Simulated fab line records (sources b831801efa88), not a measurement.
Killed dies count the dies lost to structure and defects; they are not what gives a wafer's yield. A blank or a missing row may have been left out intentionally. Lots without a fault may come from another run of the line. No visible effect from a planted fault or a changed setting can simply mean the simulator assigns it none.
The tool behind it: which one? / flow sky130 / 45 wafers from 15 lots sampled at 4 of the route's 708 steps

== WHAT THE GAUGES SHOWED, per wafer ==
The record holds no reading of a measuring or inspecting step that can be judged against a usual standard deviation.

== WHICH TOOL RAN EACH LOT (tool, then ch and the chambers of the sampled wafers, then the start) ==
lot=L184; SKY_METAL1_SPUTTER_04=pvd_sputter-01, day 31 19:43; SKY_VIA1_STRIP_16=plasma_asher-04 ch 0,1, day 34 03:41; SKY_METAL2_EXPOSE_12=krf_scanner-01 ch 0, day 34 19:02; SKY_METAL2_DESCUM_17=rie_metal-03 ch 0,1, day 35 08:09
lot=L186; SKY_METAL1_SPUTTER_04=pvd_sputter-04, day 32 15:19; SKY_VIA1_STRIP_16=plasma_asher-02 ch 0,1, day 34 21:45; SKY_METAL2_EXPOSE_12=krf_scanner-01 ch 0, day 35 12:08; SKY_METAL2_DESCUM_17=rie_metal-03 ch 0,1, day 36 02:02
lot=L187; SKY_METAL1_SPUTTER_04=pvd_sputter-02, day 33 01:38; SKY_VIA1_STRIP_16=plasma_asher-01 ch 0,1, day 35 09:23; SKY_METAL2_EXPOSE_12=krf_scanner-01 ch 0, day 36 00:26; SKY_METAL2_DESCUM_17=rie_metal-02 ch 0,1, day 36 11:57
lot=L189; SKY_METAL1_SPUTTER_04=pvd_sputter-04, day 33 16:44; SKY_VIA1_STRIP_16=plasma_asher-04 ch 0,1, day 35 23:30; SKY_METAL2_EXPOSE_12=krf_scanner-01 ch 0, day 36 12:36; SKY_METAL2_DESCUM_17=rie_metal-02 ch 0,1, day 37 02:02
lot=L191; SKY_METAL1_SPUTTER_04=pvd_sputter-01, day 34 00:29; SKY_VIA1_STRIP_16=plasma_asher-04 ch 0,1, day 36 06:51; SKY_METAL2_EXPOSE_12=krf_scanner-01 ch 0, day 36 19:55; SKY_METAL2_DESCUM_17=rie_metal-03 ch 0,1, day 37 09:46
lot=L190; SKY_METAL1_SPUTTER_04=pvd_sputter-04, day 34 04:14; SKY_VIA1_STRIP_16=plasma_asher-02 ch 0,1, day 36 10:00; SKY_METAL2_EXPOSE_12=krf_scanner-01 ch 0, day 36 23:57; SKY_METAL2_DESCUM_17=rie_metal-02 ch 0,1, day 37 12:53
lot=L192; SKY_METAL1_SPUTTER_04=pvd_sputter-01, day 34 14:56; SKY_VIA1_STRIP_16=plasma_asher-04 ch 0,1, day 36 20:17; SKY_METAL2_EXPOSE_12=krf_scanner-01 ch 0, day 37 11:43; SKY_METAL2_DESCUM_17=rie_metal-04 ch 0,1, day 38 00:06
lot=L193; SKY_METAL1_SPUTTER_04=pvd_sputter-02, day 34 23:17; SKY_VIA1_STRIP_16=plasma_asher-02 ch 0,1, day 37 04:41; SKY_METAL2_EXPOSE_12=krf_scanner-02 ch 0, day 37 18:32; SKY_METAL2_DESCUM_17=rie_metal-03 ch 0,1, day 38 08:07
lot=L194; SKY_METAL1_SPUTTER_04=pvd_sputter-04, day 35 07:51; SKY_VIA1_STRIP_16=plasma_asher-04 ch 0,1, day 37 13:15; SKY_METAL2_EXPOSE_12=krf_scanner-01 ch 0, day 38 03:47; SKY_METAL2_DESCUM_17=rie_metal-04 ch 0, day 38 16:25
lot=L195; SKY_METAL1_SPUTTER_04=pvd_sputter-01, day 36 03:44; SKY_VIA1_STRIP_16=plasma_asher-01 ch 0,1, day 38 08:45; SKY_METAL2_EXPOSE_12=krf_scanner-02 ch 0, day 38 21:55; SKY_METAL2_DESCUM_17=rie_metal-03 ch 0,1, day 39 11:30
lot=L200; SKY_METAL1_SPUTTER_04=pvd_sputter-01, day 37 16:28; SKY_VIA1_STRIP_16=plasma_asher-02 ch 0,1, day 39 20:46; SKY_METAL2_EXPOSE_12=krf_scanner-02 ch 0, day 40 11:32; SKY_METAL2_DESCUM_17=rie_metal-03 ch 0,1, day 40 23:04
lot=L199; SKY_METAL1_SPUTTER_04=pvd_sputter-02, day 37 18:59; SKY_VIA1_STRIP_16=plasma_asher-02 ch 0,1, day 39 23:33; SKY_METAL2_EXPOSE_12=krf_scanner-01, day 40 14:35; SKY_METAL2_DESCUM_17=rie_metal-02 ch 0,1, day 41 01:42
lot=L202; SKY_METAL1_SPUTTER_04=pvd_sputter-02, day 37 23:28; SKY_VIA1_STRIP_16=plasma_asher-01 ch 0,1, day 40 03:15; SKY_METAL2_EXPOSE_12=krf_scanner-01, day 40 17:51; SKY_METAL2_DESCUM_17=rie_metal-03 ch 0,1, day 41 05:17
lot=L203; SKY_METAL1_SPUTTER_04=pvd_sputter-01, day 38 04:56; SKY_VIA1_STRIP_16=plasma_asher-01 ch 0,1, day 40 07:34; SKY_METAL2_EXPOSE_12=krf_scanner-01, day 40 21:34; SKY_METAL2_DESCUM_17=rie_metal-02 ch 0,1, day 41 09:22
lot=L205; SKY_METAL1_SPUTTER_04=pvd_sputter-04, day 38 18:16; SKY_VIA1_STRIP_16=plasma_asher-02 ch 0,1, day 40 21:33; SKY_METAL2_EXPOSE_12=krf_scanner-01 ch 0, day 41 11:46; SKY_METAL2_DESCUM_17=rie_metal-02 ch 0,1, day 41 23:21
- SKY_METAL1_SPUTTER_04: material TiN, target thk 70 nm, time 58.3 s.
- SKY_VIA1_STRIP_16: strips in O2/N2.
- SKY_METAL2_EXPOSE_12: exposes mask MM2, target cd 140 nm.
- SKY_METAL2_DESCUM_17: chemistry O2, time 8 s.

== WHAT THE TOOLS THEMSELVES READ (means of the sampled wafers that have a number; where no wafer has one, the mark that the record gives instead) ==
SKY_METAL1_SPUTTER_04. Usual: throttle_valve_pct at 30.0 %, with a standard deviation of 0.66.
lot=L184; tool=pvd_sputter-01; throttle_valve_pct (%)=30.6; flag=
lot=L186; tool=pvd_sputter-04; throttle_valve_pct (%)=29.4; flag=
lot=L187; tool=pvd_sputter-02; throttle_valve_pct (%)=29.7; flag=
lot=L189; tool=pvd_sputter-04; throttle_valve_pct (%)=30.0; flag=
lot=L191; tool=pvd_sputter-01; throttle_valve_pct (%)=30.0; flag=
lot=L190; tool=pvd_sputter-04; throttle_valve_pct (%)=30.0; flag=
lot=L192; tool=pvd_sputter-01; throttle_valve_pct (%)=29.9; flag=
lot=L193; tool=pvd_sputter-02; throttle_valve_pct (%)=29.9; flag=
lot=L194; tool=pvd_sputter-04; throttle_valve_pct (%)=29.8; flag=
lot=L195; tool=pvd_sputter-01; throttle_valve_pct (%)=30.3; flag=
lot=L200; tool=pvd_sputter-01; throttle_valve_pct (%)=30.2; flag=
lot=L199; tool=pvd_sputter-02; throttle_valve_pct (%)=30.1; flag=
lot=L202; tool=pvd_sputter-02; throttle_valve_pct (%)=30.5; flag=
lot=L203; tool=pvd_sputter-01; throttle_valve_pct (%)=30.4; flag=
lot=L205; tool=pvd_sputter-04; throttle_valve_pct (%)=29.9; flag=

SKY_VIA1_STRIP_16. Usual: drypump_motor_current_A 5.45 A, standard deviation 0.14; oes_product_au 0.415 a.u., standard deviation 0.0044; strip_time_to_endpoint_s 4.446 s, standard deviation 0.025.
lot=L184; tool=plasma_asher-04; drypump_motor_current_A (A)=5.61; oes_product_au (a.u.)=0.416; strip_time_to_endpoint_s (s)=4.459; flag=
lot=L186; tool=plasma_asher-02; drypump_motor_current_A (A)=5.51; oes_product_au (a.u.)=0.419; strip_time_to_endpoint_s (s)=4.437; flag=
lot=L187; tool=plasma_asher-01; drypump_motor_current_A (A)=5.39; oes_product_au (a.u.)=0.418; strip_time_to_endpoint_s (s)=4.452; flag=
lot=L189; tool=plasma_asher-04; drypump_motor_current_A (A)=5.59; oes_product_au (a.u.)=0.413; strip_time_to_endpoint_s (s)=4.424; flag=
lot=L191; tool=plasma_asher-04; drypump_motor_current_A (A)=5.58; oes_product_au (a.u.)=0.411; strip_time_to_endpoint_s (s)=4.444; flag=
lot=L190; tool=plasma_asher-02; drypump_motor_current_A (A)=5.49; oes_product_au (a.u.)=0.414; strip_time_to_endpoint_s (s)=4.440; flag=
lot=L192; tool=plasma_asher-04; drypump_motor_current_A (A)=5.47; oes_product_au (a.u.)=0.416; strip_time_to_endpoint_s (s)=4.420; flag=
lot=L193; tool=plasma_asher-02; drypump_motor_current_A (A)=5.51; oes_product_au (a.u.)=0.412; strip_time_to_endpoint_s (s)=4.451; flag=
lot=L194; tool=plasma_asher-04; drypump_motor_current_A (A)=5.59; oes_product_au (a.u.)=0.418; strip_time_to_endpoint_s (s)=4.465; flag=
lot=L195; tool=plasma_asher-01; drypump_motor_current_A (A)=5.30; oes_product_au (a.u.)=0.416; strip_time_to_endpoint_s (s)=4.429; flag=
lot=L200; tool=plasma_asher-02; drypump_motor_current_A (A)=5.50; oes_product_au (a.u.)=0.416; strip_time_to_endpoint_s (s)=4.441; flag=
lot=L199; tool=plasma_asher-02; drypump_motor_current_A (A)=5.53; oes_product_au (a.u.)=0.411; strip_time_to_endpoint_s (s)=4.449; flag=
lot=L202; tool=plasma_asher-01; drypump_motor_current_A (A)=5.40; oes_product_au (a.u.)=0.415; strip_time_to_endpoint_s (s)=4.440; flag=
lot=L203; tool=plasma_asher-01; drypump_motor_current_A (A)=5.33; oes_product_au (a.u.)=0.417; strip_time_to_endpoint_s (s)=4.418; flag=
lot=L205; tool=plasma_asher-02; drypump_motor_current_A (A)=5.52; oes_product_au (a.u.)=0.412; strip_time_to_endpoint_s (s)=4.424; flag=

SKY_METAL2_EXPOSE_12. Usual: exposure_dose_mJ_cm2 28.004, standard deviation 0.027; focus_offset_nm 0.0 nm, standard deviation 0.57.
lot=L184; tool=krf_scanner-01; exposure_dose_mJ_cm2=28.035; focus_offset_nm (nm)=-0.0; flag=
lot=L186; tool=krf_scanner-01; exposure_dose_mJ_cm2=28.003; focus_offset_nm (nm)=-0.2; flag=
lot=L187; tool=krf_scanner-01; exposure_dose_mJ_cm2=27.987; focus_offset_nm (nm)=1.2; flag=
lot=L189; tool=krf_scanner-01; exposure_dose_mJ_cm2=27.982; focus_offset_nm (nm)=0.1; flag=
lot=L191; tool=krf_scanner-01; exposure_dose_mJ_cm2=28.003; focus_offset_nm (nm)=-0.4; flag=
lot=L190; tool=krf_scanner-01; exposure_dose_mJ_cm2=28.021; focus_offset_nm (nm)=0.5; flag=
lot=L192; tool=krf_scanner-01; exposure_dose_mJ_cm2=27.950; focus_offset_nm (nm)=-0.8; flag=
lot=L193; tool=krf_scanner-02; exposure_dose_mJ_cm2=28.011; focus_offset_nm (nm)=-0.1; flag=
lot=L194; tool=krf_scanner-01; exposure_dose_mJ_cm2=28.030; focus_offset_nm (nm)=0.4; flag=
lot=L195; tool=krf_scanner-02; exposure_dose_mJ_cm2=27.998; focus_offset_nm (nm)=0.1; flag=
lot=L200; tool=krf_scanner-02; exposure_dose_mJ_cm2=28.033; focus_offset_nm (nm)=-0.4; flag=
lot=L199; tool=krf_scanner-01; exposure_dose_mJ_cm2=-; focus_offset_nm (nm)=-; flag=OFF
lot=L202; tool=krf_scanner-01; exposure_dose_mJ_cm2=-; focus_offset_nm (nm)=-; flag=OFF
lot=L203; tool=krf_scanner-01; exposure_dose_mJ_cm2=-; focus_offset_nm (nm)=-; flag=OFF
lot=L205; tool=krf_scanner-01; exposure_dose_mJ_cm2=28.007; focus_offset_nm (nm)=0.2; flag=

SKY_METAL2_DESCUM_17. Usual: drypump_motor_current_A 5.8 A, standard deviation 0.36; oes_product_au 1.005 a.u., standard deviation 0.015; rf_fwd_power_W 147.2 W, standard deviation 0.91; temp_c 40.02 C, standard deviation 0.11.
lot=L184; tool=rie_metal-03; drypump_motor_current_A (A)=5.5; oes_product_au (a.u.)=0.999; rf_fwd_power_W (W)=146.9; temp_c (C)=39.92; flag=
lot=L186; tool=rie_metal-03; drypump_motor_current_A (A)=5.8; oes_product_au (a.u.)=1.009; rf_fwd_power_W (W)=146.9; temp_c (C)=39.96; flag=
lot=L187; tool=rie_metal-02; drypump_motor_current_A (A)=5.9; oes_product_au (a.u.)=1.009; rf_fwd_power_W (W)=148.1; temp_c (C)=39.99; flag=
lot=L189; tool=rie_metal-02; drypump_motor_current_A (A)=5.9; oes_product_au (a.u.)=1.017; rf_fwd_power_W (W)=148.0; temp_c (C)=40.11; flag=
lot=L191; tool=rie_metal-03; drypump_motor_current_A (A)=5.5; oes_product_au (a.u.)=0.998; rf_fwd_power_W (W)=146.0; temp_c (C)=39.88; flag=
lot=L190; tool=rie_metal-02; drypump_motor_current_A (A)=6.1; oes_product_au (a.u.)=1.009; rf_fwd_power_W (W)=147.7; temp_c (C)=39.95; flag=
lot=L192; tool=rie_metal-04; drypump_motor_current_A (A)=5.5; oes_product_au (a.u.)=0.996; rf_fwd_power_W (W)=147.4; temp_c (C)=39.95; flag=
lot=L193; tool=rie_metal-03; drypump_motor_current_A (A)=5.8; oes_product_au (a.u.)=1.009; rf_fwd_power_W (W)=146.7; temp_c (C)=39.97; flag=
lot=L194; tool=rie_metal-04; drypump_motor_current_A (A)=5.7; oes_product_au (a.u.)=1.003; rf_fwd_power_W (W)=147.9; temp_c (C)=40.11; flag=
lot=L195; tool=rie_metal-03; drypump_motor_current_A (A)=5.8; oes_product_au (a.u.)=1.022; rf_fwd_power_W (W)=146.6; temp_c (C)=40.01; flag=
lot=L200; tool=rie_metal-03; drypump_motor_current_A (A)=5.5; oes_product_au (a.u.)=0.993; rf_fwd_power_W (W)=146.2; temp_c (C)=40.01; flag=
lot=L199; tool=rie_metal-02; drypump_motor_current_A (A)=5.9; oes_product_au (a.u.)=1.011; rf_fwd_power_W (W)=147.7; temp_c (C)=39.94; flag=
lot=L202; tool=rie_metal-03; drypump_motor_current_A (A)=5.8; oes_product_au (a.u.)=1.017; rf_fwd_power_W (W)=146.7; temp_c (C)=40.04; flag=
lot=L203; tool=rie_metal-02; drypump_motor_current_A (A)=5.9; oes_product_au (a.u.)=1.012; rf_fwd_power_W (W)=147.6; temp_c (C)=39.94; flag=
lot=L205; tool=rie_metal-02; drypump_motor_current_A (A)=5.9; oes_product_au (a.u.)=1.011; rf_fwd_power_W (W)=147.9; temp_c (C)=40.05; flag=

== THE ANSWER, worked out from the rows above alone ==
Rule: a lot is off if the mean of its wafers that have a number lies more than 3 standard deviations from the usual mean. A lot without any number at a reading at which 4 lots or more have one is off too. Where the step has rows for the other lots, those lots are counted as sound. The gauges are gone through in route order, then the tools' own readings, and for those a lot's mean is taken as printed above. The first step at which some lot is off is used, and at that step the reading that is off furthest; a lot without a number counts as furthest.
Off, at SKY_METAL2_EXPOSE_12 on exposure_dose_mJ_cm2: L199, L202, L203. Without a number there: L199, L202, L203.
A tool fits if, at that step or a process step before it, it ran every lot that is off, and no sound lot after the first of them. Of those tried, none fits.

== WHAT WAS PUT IN BY THE SIMULATOR ==
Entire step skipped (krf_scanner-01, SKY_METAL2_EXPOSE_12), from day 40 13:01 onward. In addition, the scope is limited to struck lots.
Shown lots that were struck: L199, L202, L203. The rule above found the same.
